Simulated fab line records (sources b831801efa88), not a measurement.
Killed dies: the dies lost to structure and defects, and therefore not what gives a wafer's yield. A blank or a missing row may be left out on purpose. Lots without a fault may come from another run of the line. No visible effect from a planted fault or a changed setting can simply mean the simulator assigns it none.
Matching of chambers / flow gf180mcu / pecvd-03 running GF_V5_CVD_02: 3 sister chambers
The step deposits SiO2 from TEOS, target thk 1450 nm, time 163.28 s. 6 wafers are shown with their chamber, then 9 later ones without.

== WAFERS PAIRED WITH THEIR CHAMBERS ==
wafer=L725.5; chamber=2; heater_power_w (W)=548; heater_power_outer_w (W)=320
wafer=L726.3; chamber=0; heater_power_w (W)=763; heater_power_outer_w (W)=428
wafer=L726.4; chamber=1; heater_power_w (W)=465; heater_power_outer_w (W)=250
wafer=L729.1; chamber=1; heater_power_w (W)=577; heater_power_outer_w (W)=323
wafer=L729.2; chamber=2; heater_power_w (W)=628; heater_power_outer_w (W)=358
wafer=L729.3; chamber=0; heater_power_w (W)=713; heater_power_outer_w (W)=400

== WAFERS WHOSE CHAMBER IS MISSING ==
wafer=L731.1; heater_power_w (W)=737; heater_power_outer_w (W)=416
wafer=L731.2; heater_power_w (W)=693; heater_power_outer_w (W)=416
wafer=L731.5; heater_power_w (W)=563; heater_power_outer_w (W)=317
wafer=L743.2; heater_power_w (W)=686; heater_power_outer_w (W)=413
wafer=L743.3; heater_power_w (W)=849; heater_power_outer_w (W)=466
wafer=L743.5; heater_power_w (W)=458; heater_power_outer_w (W)=256
wafer=L744.2; heater_power_w (W)=844; heater_power_outer_w (W)=497
wafer=L744.3; heater_power_w (W)=578; heater_power_outer_w (W)=328
wafer=L744.5; heater_power_w (W)=680; heater_power_outer_w (W)=358

== EACH ONE'S CHAMBER ==
wafer=L731.1; from the rows above=0; in truth=0
wafer=L731.2; from the rows above=0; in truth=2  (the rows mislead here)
wafer=L731.5; from the rows above=can't be placed: 2 or 1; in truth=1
wafer=L743.2; from the rows above=can't be placed: 0 or 2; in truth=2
wafer=L743.3; from the rows above=0; in truth=0
wafer=L743.5; from the rows above=can't be placed: 1 or 2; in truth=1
wafer=L744.2; from the rows above=0; in truth=0
wafer=L744.3; from the rows above=can't be placed: 2 or 1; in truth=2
wafer=L744.5; from the rows above=can't be placed: 2 or 0 or 1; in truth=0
Correctly placed: 3 of 9. Unplaceable from these rows: 5, with the true chamber sitting among the candidates in 5. 1 placed wrongly.
How it was worked out, from the rows above alone: a wafer's distance from a chamber is the root of the sum, over the readings, of the square of ((its reading less the chamber's mean) divided by the reading's scatter). If the next closest chamber is less than 2 further off than the closest, the wafer can't be placed; otherwise it belongs to the closest. Each chamber's mean is taken over the wafers shown for it. How the scatter is found: for the shown wafers, subtract from each reading the mean of its chamber, square and add these, divide the total by (wafers less chambers), then take the root.
